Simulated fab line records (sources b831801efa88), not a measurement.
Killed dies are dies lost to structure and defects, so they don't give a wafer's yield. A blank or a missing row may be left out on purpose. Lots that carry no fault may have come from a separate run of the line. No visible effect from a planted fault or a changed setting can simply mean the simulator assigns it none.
Struck lot and sound lot, side by side | flow sky130 | 43 out of 708 route steps
Sound: wafers L432.2, L432.3, L432.5. Wafers struck: L439.1, L439.4, L439.6. The cause is named last.
For every step that has rows: the tool of each side, followed by ch and its chambers, followed by its first start. Under that, the readings that differ: sound wafers | struck wafers | difference of the means | sigmas: that difference in standard deviations of wafers without a fault.
alike: same words and numbers on both sides, and readings whose means sit less than 2 such deviations apart. not compared: any withheld reading, any reading some wafer has no value for, any bound like >300 that may hide the same value, and any number with overlapping values for which the record gives no deviation.
The two part at a step that has a row with sigmas, a row that says differs or no value, or rows on one side only. Numbers that don't overlap but have no deviation are shown without sigmas and don't part them. Lack of a reading on every wafer of one side parts them only where that side has two or more wafers.

first, 3 steps without rows for these wafers: SKY_FIELD_ISO_CLEAN_20 (cleans in dHF, time 20 s); SKY_FIELD_ISO_WET_ETCH_21 (etches SiO2 in dHF, target depth 20 nm, time 400 s); SKY_FIELD_ISO_OXIDATION_22 (stabilise 600 s, purge 300 s, target thk 10 nm).
SKY_FIELD_ISO_THK_MEAS_23:
  sound on film_metro-02, day 2 07:43; struck on film_metro-03, day 4 01:29
  reading                         | sound          | struck            | difference | sigmas
  FIELD_ISO_OXIDATION_01_THK (nm) | 9.64 9.48 9.55 | 10.14 10.18 10.12 | +0.59      | +3
then, 1 step without rows for these wafers: SKY_FIELD_ISO_CVD_24 (deposits SiO2, target thk 595 nm, time 99.2 s).
SKY_FIELD_ISO_THK_MEAS_25:
  sound on film_metro-03, day 2 07:50; struck on film_metro-03, day 4 01:37
  alike: FIELD_ISO_CVD_24_THK
then, 1 step without rows for these wafers: SKY_FIELD_ISO_ANNEAL_26 (time 1800 s).
SKY_FIELD_ISO_CMP_27: polishes, stops on Si3N4, t overpolish 16 s, target thk 457.8 nm.
  sound on cmp-01 ch 0,3, day 2 10:44; struck on cmp-01 ch 0,1, day 4 04:13
  alike: motor_current_A, overpolish_run_s, time_to_endpoint_s
then, 4 steps without rows for these wafers: SKY_FIELD_ISO_WET_ETCH_28 (etches SiO2 in dHF, target depth 23.7 nm, time 47 s); SKY_FIELD_ISO_WET_ETCH_29 (etches Si3N4 in H3PO4, target depth 160 nm, time 1825 s); SKY_FIELD_ISO_WET_ETCH_30 (etches SiO2 in dHF, target depth 25 nm, time 50 s); SKY_NWELL_CLEAN_00 (cleans in SC1/SC2, time 150 s).
SKY_NWELL_OXIDATION_01: stabilise 600 s, purge 300 s, target thk 10 nm.
  sound on furnace-02 ch 0, day 2 14:38; struck on furnace-01 ch 0, day 4 05:25
  alike: spike_tc_bottom_C, spike_tc_top_C, tube_center_temp_C_max
SKY_NWELL_THK_MEAS_02:
  sound on film_metro-04, day 2 16:03; struck on film_metro-03, day 4 06:49
  alike: NWELL_OXIDATION_THK
then, 8 steps without rows for these wafers: SKY_DNWELL_DEHYDRATE_00 (time 60 s); SKY_DNWELL_HMDS_01 (prime time 60 s); SKY_DNWELL_COAT_02 (resist thk 3000 nm); SKY_DNWELL_SOFTBAKE_03; SKY_DNWELL_EXPOSE_04 (exposes mask DNM, target cd 3000 nm); SKY_DNWELL_PEB_05; SKY_DNWELL_DEVELOP_06 (develop time 60 s); SKY_DNWELL_IMPLANT_07.
SKY_DNWELL_STRIP_08: strips in O2/N2.
  sound on plasma_asher-02 ch 0, day 3 05:32; struck on plasma_asher-02 ch 0,1, day 4 23:01
  alike: drypump_motor_current_A, oes_product_au, strip_time_to_endpoint_s
  not compared: rf_hours_counter_h
SKY_DNWELL_TW_MEAS_09:
  sound on film_metro-04, day 3 05:38; struck on film_metro-04, day 4 23:07
  alike: DNWELL_TW
then, 7 steps without rows for these wafers: SKY_PWDE_DEHYDRATE_00 (time 60 s); SKY_PWDE_HMDS_01 (prime time 60 s); SKY_PWDE_COAT_02 (resist thk 3000 nm); SKY_PWDE_SOFTBAKE_03; SKY_PWDE_EXPOSE_04 (exposes mask PWDEM, target cd 840 nm); SKY_PWDE_PEB_05; SKY_PWDE_DEVELOP_06 (develop time 60 s).
SKY_PWDE_OVL_MEAS_07:
  sound on overlay-02, day 3 21:58; struck on overlay-02, day 5 16:23
  alike: PWDE_OVL
after that, 1 step had no rows for these wafers: SKY_PWDE_IMPLANT_08.
SKY_PWDE_STRIP_09: strips in O2/N2.
  sound on plasma_asher-04 ch 0,1, day 3 22:08; struck on plasma_asher-02 ch 0,1, day 5 16:34
  alike: drypump_motor_current_A, oes_product_au, strip_time_to_endpoint_s
  not compared: rf_hours_counter_h
SKY_PWDE_TW_MEAS_10:
  sound on film_metro-03, day 3 22:15; struck on film_metro-02, day 5 16:40
  alike: PWDE_TW
then, 7 steps without rows for these wafers: SKY_NWELL_DEHYDRATE_03 (time 60 s); SKY_NWELL_HMDS_04 (prime time 60 s); SKY_NWELL_COAT_05 (resist thk 3000 nm); SKY_NWELL_SOFTBAKE_06; SKY_NWELL_EXPOSE_07 (exposes mask NWM, target cd 840 nm); SKY_NWELL_PEB_08; SKY_NWELL_DEVELOP_09 (develop time 60 s).
-- the record jumps here: 42 days lie between the struck wafers' starts before and after (it left off in module NWELL and takes up again in module PAD_OPEN, whose first step shown is number 708 of the route) --
SKY_PAD_OPEN_PROBE_99:
  sound on prober-02, day 45 14:32; struck on prober-01, day 47 19:39
  reading                                         | sound                | struck               | difference | sigmas
  model.etest.diode_nwell_sub.leak_log10_a_cm2    | -7.501 -7.094 -7.542 | -6.837 -6.873 -6.83  | +0.532     |
  model.etest.diode_dnwell_sub.leak_log10_a_cm2   | -7.428 -7.484 -7.279 | -6.682 -6.664 -6.709 | +0.712     |
  model.etest.diode_pwell_dnwell.leak_log10_a_cm2 | -7.701 -7.511 -7.763 | -7.019 -6.693 -7.05  | +0.738     |
  model.etest.cap_thick_oxide.gate_bv_v (V)       | 15.9 15.46 15.64     | 14.6 14.59 15.09     | -0.9       |
  alike: killed_at_M0_to_M3, killed_at_M4_up, killed_at_contacts, killed_at_front_end, killed_at_other, killed_dies, killed_on_rim, killed_open, killed_short
  not compared: model.etest.cap_ono.gate_bv_v, model.etest.diode_ndiff_pwell_hv.leak_log10_a_cm2, model.etest.diode_pdiff_nwell_hv.leak_log10_a_cm2, model.etest.diode_ndiff_pwell.leak_log10_a_cm2

WHERE THEY PART
Only at SKY_FIELD_ISO_THK_MEAS_23, as far as this record shows. Later steps at which nothing parts them and some readings are alike: SKY_FIELD_ISO_THK_MEAS_25, SKY_FIELD_ISO_CMP_27, SKY_NWELL_OXIDATION_01, SKY_NWELL_THK_MEAS_02, SKY_DNWELL_STRIP_08, SKY_DNWELL_TW_MEAS_09, SKY_PWDE_OVL_MEAS_07, SKY_PWDE_STRIP_09, SKY_PWDE_TW_MEAS_10, SKY_PAD_OPEN_PROBE_99.

WHY: what had been put in by the simulator
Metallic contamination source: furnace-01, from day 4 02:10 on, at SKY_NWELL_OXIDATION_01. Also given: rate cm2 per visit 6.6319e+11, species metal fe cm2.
